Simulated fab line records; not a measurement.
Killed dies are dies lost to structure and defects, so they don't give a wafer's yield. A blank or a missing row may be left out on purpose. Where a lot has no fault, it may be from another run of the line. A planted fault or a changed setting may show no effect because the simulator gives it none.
A lot that was struck, set against a sound lot || flow sky130 || 19 out of 708 route steps
Sound: wafers L670.1, L670.3, L670.4. The struck wafers were L684.1, L684.3, L684.4. The cause is named last.
At each step with rows: each side's tool, then ch and its chambers, then its first start. Under that, the readings that differ: sound wafers || struck wafers || difference of the means || sigmas: that difference in standard deviations of wafers without a fault.
alike: same words and numbers on both sides, and readings whose means sit less than 2 such deviations apart. not compared: any withheld reading, any reading some wafer has no value for, any bound like >300 that may hide the same value, and any number with overlapping values for which the record gives no deviation.
Wherever a step has rows on one side only, a row that says differs or no value, or a row with sigmas, the two part there. Numbers that don't overlap but have no deviation are shown without sigmas and don't part them. A reading missing from all wafers of one side parts the sides only when that side holds two or more wafers.

first, 1 step without rows for these wafers: SKY_LDD_HVP_IMPLANT_08.
SKY_LDD_HVP_STRIP_09: strips in O2/N2.
  sound on plasma_asher-03 ch 0,1, day 21 21:29; struck on plasma_asher-03 ch 0,1, day 26 22:02
  alike: drypump_motor_current_A, n2_flow_sccm, oes_product_au, strip_time_to_endpoint_s
  not compared: rf_hours_counter_h
SKY_LDD_HVP_TW_MEAS_10:
  sound on film_metro-01, day 21 21:35; struck on film_metro-02, day 26 22:08
{"reading": "LDD_HVP_TW", "sound": "465 466 467", "struck": "452 452 453", "difference": -14, "sigmas": -4}
then, 7 steps without rows for these wafers: SKY_LDD_LDN_DEHYDRATE_00 (time 60 s); SKY_LDD_LDN_HMDS_01 (prime time 60 s); SKY_LDD_LDN_COAT_02 (resist thk 1140 nm); SKY_LDD_LDN_SOFTBAKE_03 (time 60 s); SKY_LDD_LDN_EXPOSE_04 (exposes mask LDNTM, target cd 700 nm); SKY_LDD_LDN_PEB_05; SKY_LDD_LDN_DEVELOP_06 (develop time 60 s).
SKY_LDD_LDN_OVL_MEAS_07:
  sound on overlay-01, day 23 03:13; struck on overlay-02, day 28 03:13
  alike: LDD_LDN_OVL
next, for these wafers, 1 step has no rows: SKY_LDD_LDN_IMPLANT_08.
SKY_LDD_LDN_IMPLANT_09:
  sound on implanter-03 ch 0, day 23 03:23; struck on implanter-03 ch 0, day 28 03:23
{"reading": "dose_ions_cm2", "sound": "1.2503e+13 1.2513e+13 1.2514e+13", "struck": "1.8524e+13 1.8544e+13 1.8515e+13", "difference": "+6.0177e+12", "sigmas": "+99 or more"}
{"reading": "faraday_current_uA", "sound": "68.5 71.0 71.6", "struck": "103.2 104.3 102.1", "difference": "+32.8", "sigmas": "+23"}
  alike: beam_on_s, rotation_deg
then, 2 steps without rows for these wafers: SKY_LDD_LDN_IMPLANT_10; SKY_LDD_LDN_IMPLANT_11.
SKY_LDD_LDN_STRIP_12: strips in O2/N2.
  sound on plasma_asher-02 ch 0,1, day 23 03:50; struck on plasma_asher-01 ch 0,1, day 28 03:50
{"reading": "drypump_motor_current_A (A)", "sound": "4.8 4.9 5.7", "struck": "6.3 6.2 6.3", "difference": "+1.1", "sigmas": "+2"}
  alike: n2_flow_sccm, oes_product_au, strip_time_to_endpoint_s
  not compared: rf_hours_counter_h
SKY_LDD_LDN_TW_MEAS_13:
  sound on film_metro-01, day 23 03:56; struck on film_metro-03, day 28 03:56
{"reading": "LDD_LDN_TW", "sound": "1484 1489 1489", "struck": "1519 1508 1513", "difference": "+26", "sigmas": "+2"}
  not compared: hold
then, 1 step without rows for these wafers: SKY_LDD_LDN_CLEAN_14 (cleans in SC1/SC2, time 150 s).
-- the record jumps here: 21 days lie between the struck wafers' starts before and after (it left off in module LDD_LDN and takes up again in module PAD_OPEN, whose first step shown is number 708 of the route) --
SKY_PAD_OPEN_PROBE_99:
  sound on prober-01, day 45 19:35; struck on prober-02, day 49 08:25
{"reading": "model.etest.tip_sonos.rs_ohm_sq", "sound": "2683 2702 2640", "struck": "2562 2583 2532", "difference": -116, "sigmas": ""}
  alike: killed_at_M0_to_M3, killed_at_M4_up, killed_at_contacts, killed_at_front_end, killed_at_other, killed_dies, killed_open, killed_short

WHERE THEY PART
Earliest at SKY_LDD_HVP_TW_MEAS_10; latest, in this record, at SKY_LDD_LDN_TW_MEAS_13. Later steps at which nothing parts them and some readings are alike: SKY_PAD_OPEN_PROBE_99.

WHY: what the simulator had put in
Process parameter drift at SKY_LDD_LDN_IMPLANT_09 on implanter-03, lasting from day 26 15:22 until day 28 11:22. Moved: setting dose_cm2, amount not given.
